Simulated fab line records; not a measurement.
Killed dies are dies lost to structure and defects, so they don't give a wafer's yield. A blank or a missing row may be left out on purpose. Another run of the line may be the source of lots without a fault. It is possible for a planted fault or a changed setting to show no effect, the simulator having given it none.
The tool behind it: which one? -- flow sky130 -- Sampling: 24 lots, 72 wafers, 5 of 708 route steps

WHAT THE GAUGES SHOWED, per wafer
SKY_FIELD_ISO_THK_MEAS_02.
lot,measured,on,FIELD_ISO_OXIDATION_00_THK (nm)
L074,day 1 12:01,film-metro-02,12.07 12.03 12.13
L075,day 1 17:46,film-metro-04,12.10 12.09 12.21
L076,day 1 22:05,film-metro-02,12.00 12.14 11.90
L077,day 2 02:38,film-metro-04,11.68 11.76 11.64
L078,day 2 07:50,film-metro-02,11.92 11.92 11.90
L079,day 2 12:40,film-metro-04,12.21 11.97 12.35
L080,day 2 18:01,film-metro-04,11.93 11.96 11.86
L081,day 3 00:10,film-metro-01,11.68 11.82 11.74
L082,day 3 06:51,film-metro-04,12.01 11.97 12.13
L083,day 3 11:07,film-metro-04,12.18 12.00 12.01
L084,day 3 15:19,film-metro-04,12.25 12.18 12.20
L085,day 3 18:38,film-metro-01,12.40 12.33 12.31
L086,day 3 23:38,film-metro-02,11.97 11.95 12.14
L087,day 4 04:38,film-metro-02,12.38 12.43 12.41
L088,day 4 10:04,film-metro-02,12.11 11.94 12.07
L089,day 4 18:27,film-metro-01,12.02 11.94 11.78
L090,day 4 21:08,film-metro-02,11.90 11.81 12.19
L091,day 5 01:40,film-metro-01,11.60 11.74 11.73
L092,day 5 06:11,film-metro-02,12.21 12.31 12.07
L093,day 5 10:40,film-metro-01,12.07 11.86 12.01
L094,day 5 15:46,film-metro-01,11.90 11.90 11.89
L095,day 5 21:08,film-metro-04,11.58 11.57 11.61
L096,day 6 02:39,film-metro-04,11.83 11.95 12.11
L097,day 6 07:09,film-metro-04,11.82 11.72 11.70

SKY_NWELL_OVL_MEAS_10.
lot,measured,on,NWELL_00_OVL (nm)
L074,day 4 11:32,overlay-02,-0.9 -0.4 -2.3
L075,day 4 17:36,overlay-02,-2.1 -2.7 -4.5
L076,day 4 21:53,overlay-01,-1.2 2.0 0.5
L077,day 5 11:05,overlay-02,-2.8 -2.2 -3.2
L078,day 5 17:08,overlay-01,-0.5 -1.6 -3.0
L079,day 5 20:53,overlay-02,-1.2 -0.5 -2.4
L080,day 5 23:11,overlay-02,-2.9 -3.3 -2.8
L081,day 6 05:47,overlay-01,-2.9 -2.7 -2.4
L082,day 6 13:50,overlay-01,-1.8 -1.5 -2.6
L083,day 6 19:03,overlay-02,-0.2 -1.5 -1.7
L084,day 7 03:26,overlay-02,1.4 -1.2 -1.9
L085,day 7 06:45,overlay-01,0.7 2.5 1.9
L086,day 7 08:02,overlay-01,-1.2 -2.6 -3.2
L087,day 7 14:41,overlay-01,-0.7 -1.1 0.1
L088,day 7 19:33,overlay-02,-2.0 -1.2 -2.0
L089,day 8 06:26,overlay-01,-0.6 -1.1 -0.9
L090,day 8 10:21,overlay-02,2.1 0.9 2.0
L091,day 8 15:36,overlay-02,-2.1 0.1 -2.2
L092,day 9 11:23,overlay-01,-2.0 -1.5 -1.8
L093,day 9 15:10,overlay-02,-3.4 -4.6 -4.0
L094,day 9 16:47,overlay-02,-3.6 -3.5 -3.2
L095,day 9 17:26,overlay-01,-2.1 -1.7 -1.3
L096,day 10 02:15,overlay-02,-5.0 -4.0 -4.4
L097,day 10 12:19,overlay-02,-1.6 -0.6 -1.8

SKY_VT_ADJUST_LVTN_OVL_MEAS_18.
lot,measured,on,VT_ADJUST_LVTN_01_OVL (nm)
L074,day 7 12:15,overlay-01,1.3 0.4 1.3
L075,day 7 17:06,overlay-01,0.0 -1.4 -0.3
L076,day 7 23:42,overlay-02,-0.6 -1.0 -1.6
L077,day 8 18:42,overlay-02,-1.3 -1.7 -0.1
L078,day 8 21:14,overlay-01,-0.8 0.5 -2.2
L079,day 9 00:05,overlay-02,-1.3 -1.2 -0.7
L080,day 9 04:30,overlay-02,1.3 -0.8 0.4
L081,day 9 18:29,overlay-02,-1.2 -2.4 -2.5
L082,day 9 21:12,overlay-01,-1.9 -0.8 -2.0
L083,day 10 03:27,overlay-01,-0.1 -0.7 -0.6
L084,day 10 16:05,overlay-02,-1.9 -0.4 0.6
L085,day 10 19:54,overlay-01,-1.0 -2.7 -0.7
L086,day 10 20:00,overlay-02,-1.1 -1.5 -1.2
L087,day 11 05:14,overlay-01,-0.3 -0.4 0.1
L088,day 11 08:57,overlay-02,-2.3 -2.9 -0.9
L089,day 11 23:21,overlay-01,-1.3 -2.2 -1.6
L090,day 12 05:21,overlay-02,1.9 0.3 0.3
L091,day 12 10:18,overlay-01,0.2 -0.3 -1.0
L092,day 13 14:14,overlay-01,-1.5 -2.0 -1.7
L093,day 13 12:55,overlay-02,1.1 0.4 0.3
L094,day 13 16:05,overlay-01,0.6 -0.8 0.2
L095,day 13 17:32,overlay-01,0.4 -1.9 -2.1
L096,day 14 02:54,overlay-02,-0.2 -1.6 -0.9
L097,day 14 15:31,overlay-01,0.8 2.0 1.1

WHICH TOOL RAN EACH LOT (tool, then ch and the chambers of the sampled wafers, then the start)
lot,SKY_FIELD_ISO_STRIP_16,SKY_NWELL_RTA_28
L074,"plasma-asher-02 ch 0,1, day 2 04:20","rtp-anneal-01 ch 0, day 5 05:14"
L075,"plasma-asher-02 ch 0,1, day 2 10:31","rtp-anneal-02 ch 0, day 5 10:54"
L076,"plasma-asher-03 ch 0,1, day 2 16:03","rtp-anneal-01 ch 0, day 5 16:53"
L077,"plasma-asher-03 ch 0,1, day 2 19:39","rtp-anneal-02 ch 0, day 6 09:07"
L078,"plasma-asher-03 ch 0,1, day 3 01:55","rtp-anneal-01 ch 0, day 6 12:41"
L079,"plasma-asher-02 ch 0,1, day 3 05:46","rtp-anneal-02 ch 0, day 6 15:30"
L080,"plasma-asher-03 ch 0,1, day 3 11:22","rtp-anneal-01 ch 0, day 6 17:29"
L081,"plasma-asher-03 ch 0,1, day 3 18:37","rtp-anneal-01 ch 0, day 7 03:41"
L082,"plasma-asher-04 ch 0,1, day 4 01:22","rtp-anneal-02 ch 0, day 7 07:29"
L083,"plasma-asher-02 ch 0,1, day 4 06:08","rtp-anneal-02 ch 0, day 7 13:52"
L084,"plasma-asher-03 ch 0,1, day 4 09:51","rtp-anneal-02 ch 0, day 7 23:57"
L085,"plasma-asher-03 ch 0,1, day 4 14:28","rtp-anneal-01 ch 0, day 8 03:12"
L086,"plasma-asher-03 ch 0,1, day 4 19:25","rtp-anneal-02 ch 0, day 8 04:11"
L087,"plasma-asher-04 ch 0,1, day 4 22:28","rtp-anneal-01 ch 0, day 8 10:08"
L088,"plasma-asher-03 ch 0,1, day 5 05:00","rtp-anneal-01 ch 0, day 8 15:54"
L089,"plasma-asher-02 ch 0,1, day 5 15:07","rtp-anneal-01 ch 0, day 9 03:27"
L090,"plasma-asher-02 ch 0,1, day 5 17:59","rtp-anneal-02 ch 0, day 9 08:13"
L091,"plasma-asher-04 ch 0,1, day 6 00:05","rtp-anneal-01 ch 0, day 9 13:19"
L092,"plasma-asher-03 ch 0, day 6 03:58","rtp-anneal-02 ch 0, day 10 12:51"
L093,"plasma-asher-04 ch 0,1, day 6 08:44","rtp-anneal-01 ch 0, day 10 12:32"
L094,"plasma-asher-02 ch 0,1, day 6 13:25","rtp-anneal-01 ch 0, day 10 15:17"
L095,"plasma-asher-02 ch 0,1, day 6 16:57","rtp-anneal-02 ch 0, day 10 16:02"
L096,"plasma-asher-02 ch 0,1, day 6 22:49","rtp-anneal-02 ch 0, day 11 01:00"
L097,"plasma-asher-03 ch 0,1, day 7 02:45","rtp-anneal-02 ch 0, day 11 11:59"
- SKY_FIELD_ISO_STRIP_16: strips in O2/N2.
- SKY_NWELL_RTA_28: time 30 s.

AS READ BY THE TOOLS THEMSELVES (means over the sampled wafers that have a number; for cases with no such wafer, the mark the record gives instead)
SKY_FIELD_ISO_STRIP_16.
lot,tool,drypump-motor-current-A (A),o2-flow-sccm (sccm),oes-product-au (a.u.),strip-time-to-endpoint-s (s)
L074,plasma-asher-02,6.0,3001,0.378,3.58
L075,plasma-asher-02,5.9,2993,0.376,3.55
L076,plasma-asher-03,5.4,3007,0.374,3.55
L077,plasma-asher-03,5.3,3006,0.372,3.54
L078,plasma-asher-03,5.7,3003,0.380,3.56
L079,plasma-asher-02,5.9,2991,0.381,3.56
L080,plasma-asher-03,5.7,2989,0.379,3.55
L081,plasma-asher-03,5.7,3004,0.374,3.56
L082,plasma-asher-04,6.0,2995,0.381,3.54
L083,plasma-asher-02,5.9,3008,0.376,3.50
L084,plasma-asher-03,5.7,2988,0.376,3.52
L085,plasma-asher-03,5.7,3008,0.381,3.58
L086,plasma-asher-03,5.4,2987,0.380,3.56
L087,plasma-asher-04,6.0,2999,0.380,3.60
L088,plasma-asher-03,5.3,3006,0.380,3.59
L089,plasma-asher-02,5.9,3010,0.381,3.57
L090,plasma-asher-02,5.9,3008,0.378,3.51
L091,plasma-asher-04,6.0,3009,0.376,3.54
L092,plasma-asher-03,5.0,2994,0.376,3.54
L093,plasma-asher-04,6.1,2999,0.377,3.54
L094,plasma-asher-02,5.9,2986,0.381,3.51
L095,plasma-asher-02,5.8,3001,0.379,3.52
L096,plasma-asher-02,5.8,2995,0.377,3.55
L097,plasma-asher-03,5.7,2990,0.377,3.51

SKY_NWELL_RTA_28.
lot,tool,lamp-power-pct (%),ramp-up-c-per-s,wafer_temp_C_max
L074,rtp-anneal-01,25.31,150.00,1055.1
L075,rtp-anneal-02,25.38,150.01,1054.9
L076,rtp-anneal-01,25.31,150.02,1054.2
L077,rtp-anneal-02,25.27,149.98,1055.1
L078,rtp-anneal-01,25.30,150.01,1054.8
L079,rtp-anneal-02,25.28,149.99,1054.7
L080,rtp-anneal-01,25.32,150.00,1054.5
L081,rtp-anneal-01,25.27,150.02,1054.3
L082,rtp-anneal-02,25.27,150.02,1054.6
L083,rtp-anneal-02,25.23,150.00,1054.3
L084,rtp-anneal-02,25.34,150.01,1055.1
L085,rtp-anneal-01,25.32,150.03,1054.7
L086,rtp-anneal-02,25.28,149.98,1055.8
L087,rtp-anneal-01,25.29,150.01,1054.3
L088,rtp-anneal-01,25.36,149.99,1054.4
L089,rtp-anneal-01,25.29,149.98,1054.6
L090,rtp-anneal-02,25.28,149.98,1054.8
L091,rtp-anneal-01,25.31,149.99,1055.2
L092,rtp-anneal-02,25.30,149.99,1055.8
L093,rtp-anneal-01,25.32,149.99,1053.9
L094,rtp-anneal-01,25.32,150.00,1054.7
L095,rtp-anneal-02,25.30,149.99,1054.3
L096,rtp-anneal-02,25.34,150.01,1055.4
L097,rtp-anneal-02,25.33,149.95,1054.2

THE ANSWER, worked out from the rows above alone
Rule: usual is defined by the lots themselves. The widest of any qualifying gaps counts: lots, ordered by their means at a reading, are off when they make up no more than a third of the lots, leave a main group of 4 or more, and stand apart from it by 3 or more times the standard deviation of that group's means. Not used: any main group whose means are identical at the precision the tables above print for the reading. A lot without any number at a reading at which 4 lots or more have one is off too. All remaining lots with rows at the step are treated as sound. First the gauges in route order, then the tools' own readings, where a lot's mean is used as printed above. At the first step where some lot is off, the reading lying furthest off is the one used; lots without a number count as furthest.
Nothing can be told from this: no lot is off at any reading shown.

WHAT WAS PUT IN BY THE SIMULATOR
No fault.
